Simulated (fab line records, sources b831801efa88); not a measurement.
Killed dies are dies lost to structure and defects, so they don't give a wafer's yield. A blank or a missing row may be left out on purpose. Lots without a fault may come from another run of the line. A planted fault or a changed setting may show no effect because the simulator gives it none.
Chamber matching | flow gf180mcu | GF_POLY_GATE_ETCH_12 on rie_diel-01: 3 sister chambers
The step etches BARC in N2/H2. 6 wafers are shown with their chamber, then 7 later ones without.

WAFERS WITH THEIR CHAMBER
wafer  | chamber | drypump_motor_current_A (A) | oes_product_au (a.u.)
L385.1 | 1       | 5.4                         | 0.734
L385.2 | 2       | 5.8                         | 0.736
L386.1 | 2       | 5.8                         | 0.739
L386.4 | 1       | 5.5                         | 0.739
L391.2 | 0       | 6.3                         | 0.732
L391.4 | 0       | 6.3                         | 0.735

WAFERS WITHOUT THEIR CHAMBER
wafer  | drypump_motor_current_A (A) | oes_product_au (a.u.)
L391.5 | 5.8                         | 0.736
L402.3 | 5.8                         | 0.738
L402.4 | 5.4                         | 0.732
L402.6 | 5.5                         | 0.734
L403.3 | 6.3                         | 0.739
L403.4 | 6.3                         | 0.740
L403.5 | 5.5                         | 0.737

WHICH CHAMBER EACH WENT THROUGH
wafer  | from the rows above | in truth
L391.5 | 2                   | 2
L402.3 | 2                   | 2
L402.4 | 1                   | 1
L402.6 | 1                   | 1
L403.3 | 0                   | 0
L403.4 | 0                   | 0
L403.5 | 1                   | 1
Placed correctly: 7 of 7. Can't be placed from these rows: 0. Placed wrongly: 0.
How it was worked out, from the rows above alone: a wafer's distance from a chamber is the root of the sum, over the readings, of the square of ((its reading less the chamber's mean) divided by the reading's scatter). The wafer belongs to the nearest chamber; if the next one is less than 2 further off, it can't be placed. A chamber's mean is the mean of its shown wafers. The scatter: the root of (the sum of the squares of (reading less its chamber's mean) over the shown wafers, divided by (wafers less chambers)).
